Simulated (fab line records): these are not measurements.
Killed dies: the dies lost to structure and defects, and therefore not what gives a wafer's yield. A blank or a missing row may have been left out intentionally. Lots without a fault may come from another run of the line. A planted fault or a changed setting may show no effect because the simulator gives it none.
2 desks looking at one fault / flow gf180mcu / each desk has only its own numbers; what lay behind them comes last

## AT THE TOOL OWNER'S DESK: pvd-sputter-03
The tool's own readings at GF_M3_SPUTTER_04 (material TiN, target thk 50 nm, time 41.7 s): means of the sampled wafers that have a number, for each lot that ran on this tool. Any lot whose mean is over 4 standard deviations away from the usual mean is out of limits and marked OUT; that distance is given in the brackets.
Columns: A = chamber-pressure-pa at GF_M3_SPUTTER_04, usual 0.4001 Pa; B = throttle-valve-pct at GF_M3_SPUTTER_04, usual 30.5 %
lot=L925; first seen here=day 22 14:34; A=0.4000; B=30.6
lot=L935; first seen here=day 26 08:47; A=0.3995; B=30.9
Finding of this desk: none of the 2 lots has anything out of limits.

## FROM THE METROLOGY DESK
What the gauges read, lot by lot, whatever tool the lot ran on: means of the sampled wafers that have a number. Any lot whose mean is over 4 standard deviations away from the usual mean is out of limits and marked OUT; that distance is given in the brackets. Only the readings that lie furthest out on some lot appear, 7 of the 9 it has.
Columns: A = V2_W_RS at GF_V2_RS_MEAS_24, usual 0.328 ohm/sq; B = M3_ALCU_RS at GF_M3_RS_MEAS_05, usual 0.0697 ohm/sq; C = M3_ALCU_THK at GF_M3_THK_MEAS_06, usual 446 nm; D = cd-nm at GF_M3_CD_MEAS_14, usual 280.1 nm; E = M3_OVL at GF_M3_OVL_MEAS_15, usual 3 nm; F = V3_CVD_00_THK at GF_V3_THK_MEAS_01, usual 591 nm; G = V3_BOW at GF_V3_BOW_MEAS_05, usual 119 um
lot=L925; first seen here=day 22 13:54; A=0.326; B=0.0693; C=453; D=278.7; E=6; F=604; G=122
lot=L932; first seen here=day 25 01:05; A=0.324; B=0.0709; C=442; D=281.2; E=-1; F=593; G=120
lot=L933; first seen here=day 25 13:46; A=0.326; B=0.0682; C=452; D=279.4; E=10; F=593; G=125
lot=L935; first seen here=day 26 08:11; A=0.326; B=0.0704; C=443; D=279.2; E=0; F=584; G=135
lot=L937; first seen here=day 26 18:42; A=0.320; B=0.0692; C=446; D=279.2; E=-3; F=585; G=117
Finding of this desk: none of the 5 lots has anything out of limits.

## PUT TOGETHER
The tool owner's desk saw nothing out of limits.
At the metrology desk, nothing out of limits was observed.

## WHAT THE SIMULATOR HAD INSERTED
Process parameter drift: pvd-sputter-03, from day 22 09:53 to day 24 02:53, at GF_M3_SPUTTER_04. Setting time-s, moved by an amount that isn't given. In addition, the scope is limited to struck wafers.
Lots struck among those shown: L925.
